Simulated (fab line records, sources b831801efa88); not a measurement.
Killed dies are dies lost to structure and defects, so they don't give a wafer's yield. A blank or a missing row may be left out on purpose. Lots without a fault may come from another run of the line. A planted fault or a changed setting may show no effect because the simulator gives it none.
A struck lot beside a sound one | flow sfq_line | 42 steps out of a route of 325
Sound: wafers L591.2, L591.3, L591.5. Struck: wafers L601.5, L601.6. (L601.2 of the same lot was not struck and is left out.) The cause comes at the end.
At each step with rows: each side's tool, then ch and its chambers, then its first start. Under that, the readings that differ: sound wafers | struck wafers | difference of the means | sigmas: that difference in standard deviations of wafers without a fault.
alike: readings whose means differ by less than 2 such deviations, and words and numbers that are the same on both sides. not compared: withheld readings, readings that some wafer has no value for, bounds like >300 that may hide the same value, and numbers for which the record gives no deviation and whose values overlap.
The two part at a step that has a row with sigmas, a row that says differs or no value, or rows on one side only. Numbers that don't overlap but have no deviation are shown without sigmas and don't part them. A reading that every wafer of one side lacks parts them only if that side has two wafers or more.

first, 6 steps without rows for these wafers: SFQ_TRILAYER_M0_LITHO_COAT_026 (resist thk 62 nm); SFQ_TRILAYER_M0_LITHO_COAT_021 (resist thk 600 nm); SFQ_TRILAYER_M0_LITHO_SOFTBAKE_025; SFQ_TRILAYER_M0_LITHO_EXPOSE_022 (exposes mask M0, target cd 500 nm); SFQ_TRILAYER_M0_LITHO_PEB_024 (peb time 60 s); SFQ_TRILAYER_M0_LITHO_DEVELOP_023 (time 60 s).
SFQ_M0_OVL_MEAS_906:
  sound on overlay-01, day 11 06:10; struck on overlay-02, day 13 01:22
  alike: M0_OVL
SFQ_TRILAYER_M0_BARC_OPEN_METAL_ETCH_031: etches BARC in O2, target depth 125 nm, time 41.7 s.
  sound on rie_metal-02 ch 1, day 11 06:13; struck on rie_metal-02 ch 0,1, day 13 01:23
  alike: drypump_motor_current_A, oes_product_au
  not compared: rf_hours_counter_h
then, 4 steps without rows for these wafers: SFQ_TRILAYER_M0_ETCH_METAL_ETCH_024 (etches Nb in Cl2/Ar, stops on SiO2, target depth 240 nm, time 120 s); SFQ_TRILAYER_M0_STRIP_STRIP_025 (strips in O2); SFQ_TRILAYER_M0_STRIP_SOLV_CLEAN_026 (cleans in NMP, time 600 s); SFQ_TRILAYER_I0_DEP_PECVD_027 (deposits SiO2 from SiH4/N2O, time 111.11 s, target thk 500 nm).
SFQ_TRILAYER_I0_CMP_CMP_028: polishes SiO2.
  sound on cmp-01 ch 0,3, day 11 13:13; struck on cmp-01 ch 1,2, day 13 04:28
  reading                                             | sound           | struck    | difference | sigmas
  time_to_endpoint_s (s)                              | 219 213 218     | 179 174   | -40        | -5
  model.SiO2_of_TRILAYER_I0_DEP_PECVD_027.thk_nm (nm) | 201 200.7 200.6 | 249.3 248 | +47.9      |
  alike: head_pressure_psi, motor_current_A
SFQ_I0_BOW_MEAS_907:
  sound on film_metro-04, day 11 16:14; struck on film_metro-03, day 13 06:49
  reading     | sound | struck | difference                    | sigmas
  I0_BOW (um) | 0 8 3 | - -    | no value on the struck wafers |
SFQ_TRILAYER_I0_METRO_MEASURE_029:
  sound on film_metro-04, day 11 16:32; struck on film_metro-04, day 13 11:30
  reading     | sound             | struck      | difference | sigmas
  thk_nm (nm) | 201.0 200.6 200.7 | 249.2 248.0 | +47.8      | +43
then, 6 steps without rows for these wafers: SFQ_TRILAYER_I0_VIA_LITHO_COAT_036 (resist thk 62 nm); SFQ_TRILAYER_I0_VIA_LITHO_COAT_031 (resist thk 650 nm); SFQ_TRILAYER_I0_VIA_LITHO_SOFTBAKE_035; SFQ_TRILAYER_I0_VIA_LITHO_EXPOSE_032 (exposes mask I0, target cd 500 nm); SFQ_TRILAYER_I0_VIA_LITHO_PEB_034 (peb time 60 s); SFQ_TRILAYER_I0_VIA_LITHO_DEVELOP_033 (time 60 s).
-- the record jumps here: 4 days lie between the struck wafers' starts before and after --
SFQ_I0_OVL_MEAS_908:
  sound on overlay-01, day 16 22:40; struck on overlay-01, day 17 20:16
  alike: I0_OVL
then, 1 step without rows for these wafers: SFQ_TRILAYER_I0_VIA_BARC_OPEN_VIA_ETCH_046 (etches BARC in O2, target depth 125 nm, time 41.7 s).
SFQ_TRILAYER_I0_VIA_ETCH_VIA_ETCH_034: etches SiO2 in CHF3, stops on Nb, target depth 260 nm.
  sound on rie_diel-01 ch 0,2,3, day 16 22:44; struck on rie_diel-03 ch 2,3, day 17 20:20
  reading                        | sound             | struck      | difference | sigmas
  oes_product_au (a.u.)          | 0.855 0.856 0.849 | 0.980 0.964 | +0.119     | +23
  model.etch.depth_nm (nm)       | 201 200.7 200.6   | 249.3 248   | +47.9      |
  model.I0.feature_depth_nm (nm) | 201 200.7 200.6   | 249.3 248   | +47.9      |
  alike: drypump_motor_current_A
SFQ_TRILAYER_I0_VIA_STRIP_STRIP_035: strips in O2.
  sound on rie_metal-03 ch 0,1, day 16 22:51; struck on rie_metal-01 ch 0,1, day 17 20:27
  alike: drypump_motor_current_A, oes_product_au
  not compared: rf_hours_counter_h
then, 1 step without rows for these wafers: SFQ_TRILAYER_I0_VIA_STRIP_SOLV_CLEAN_036 (cleans in NMP, time 600 s).
SFQ_TRILAYER_M1_DEP_PRE_CLEAN_038: time 22.5 s.
  sound on pvd_sputter-05, day 16 23:37; struck on pvd_sputter-04, day 17 21:13
  reading                                             | sound             | struck      | difference | sigmas
  model.SiO2_of_TRILAYER_I0_DEP_PECVD_027.thk_nm (nm) | 193.5 193.2 193.1 | 241.8 240.5 | +47.9      |
then, 1 step without rows for these wafers: SFQ_TRILAYER_M1_DEP_SPUTTER_037 (material Nb, target thk 200 nm, time 133.3 s).
SFQ_M1_RS_MEAS_909: measures by four-point-probe.
  sound on film_metro-02, day 16 23:46; struck on film_metro-01, day 17 21:22
  alike: M1_NB_RS
then, 6 steps without rows for these wafers: SFQ_TRILAYER_M1_LITHO_COAT_044 (resist thk 62 nm); SFQ_TRILAYER_M1_LITHO_COAT_039 (resist thk 600 nm); SFQ_TRILAYER_M1_LITHO_SOFTBAKE_043; SFQ_TRILAYER_M1_LITHO_EXPOSE_040 (exposes mask M1, target cd 500 nm); SFQ_TRILAYER_M1_LITHO_PEB_042 (peb time 60 s); SFQ_TRILAYER_M1_LITHO_DEVELOP_041 (time 60 s).
SFQ_M1_OVL_MEAS_911:
  sound on overlay-01, day 18 19:20; struck on overlay-01, day 19 18:42
  alike: M1_OVL
SFQ_TRILAYER_M1_BARC_OPEN_METAL_ETCH_054: etches BARC in O2, target depth 125 nm, time 41.7 s.
  sound on rie_metal-01 ch 0,1, day 18 19:22; struck on rie_metal-01 ch 0,1, day 19 18:44
  alike: drypump_motor_current_A, oes_product_au
  not compared: rf_hours_counter_h
SFQ_TRILAYER_M1_ETCH_METAL_ETCH_042: etches Nb in Cl2/Ar, stops on SiO2, target depth 240 nm, time 120 s.
  sound on rie_metal-01 ch 0,1, day 18 19:25; struck on rie_metal-01 ch 0,1, day 19 18:47
  alike: drypump_motor_current_A, oes_product_au
  not compared: rf_hours_counter_h
then, 2 steps without rows for these wafers: SFQ_TRILAYER_M1_STRIP_STRIP_043 (strips in O2); SFQ_TRILAYER_M1_STRIP_SOLV_CLEAN_044 (cleans in NMP, time 600 s).
SFQ_TRILAYER_I1_DEP_PECVD_045: deposits SiO2 from SiH4/N2O, time 111.11 s, target thk 500 nm.
  sound on pecvd-01 ch 0,1,2, day 18 20:20; struck on pecvd-01 ch 0,2, day 19 19:41
  alike: heater_power_w, throttle_valve_pct
-- the record jumps here: 70 days lie between the struck wafers' starts before and after --
SFQ_M8_BOW_MEAS_951:
  sound on film_metro-03, day 85 03:10; struck on film_metro-03, day 89 18:52
  reading                 | sound             | struck      | difference | sigmas
  model.etest.i0.link_ohm | 1.989 1.974 1.985 | 2.014 2.022 | +0.035     |
  alike: M8_BOW

WHERE THEY PART
First at SFQ_TRILAYER_I0_CMP_CMP_028; last, within this record, at SFQ_TRILAYER_I0_VIA_ETCH_VIA_ETCH_034. Later steps at which nothing parts them and some readings are alike: SFQ_TRILAYER_I0_VIA_STRIP_STRIP_035, SFQ_M1_RS_MEAS_909, SFQ_M1_OVL_MEAS_911, SFQ_TRILAYER_M1_BARC_OPEN_METAL_ETCH_054, SFQ_TRILAYER_M1_ETCH_METAL_ETCH_042, SFQ_TRILAYER_I1_DEP_PECVD_045, SFQ_M8_BOW_MEAS_951.

WHY: what the simulator had put in
Process parameter drift: cmp-01, from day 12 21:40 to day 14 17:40, at SFQ_TRILAYER_I0_CMP_CMP_028. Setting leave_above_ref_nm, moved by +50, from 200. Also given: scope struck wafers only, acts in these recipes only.
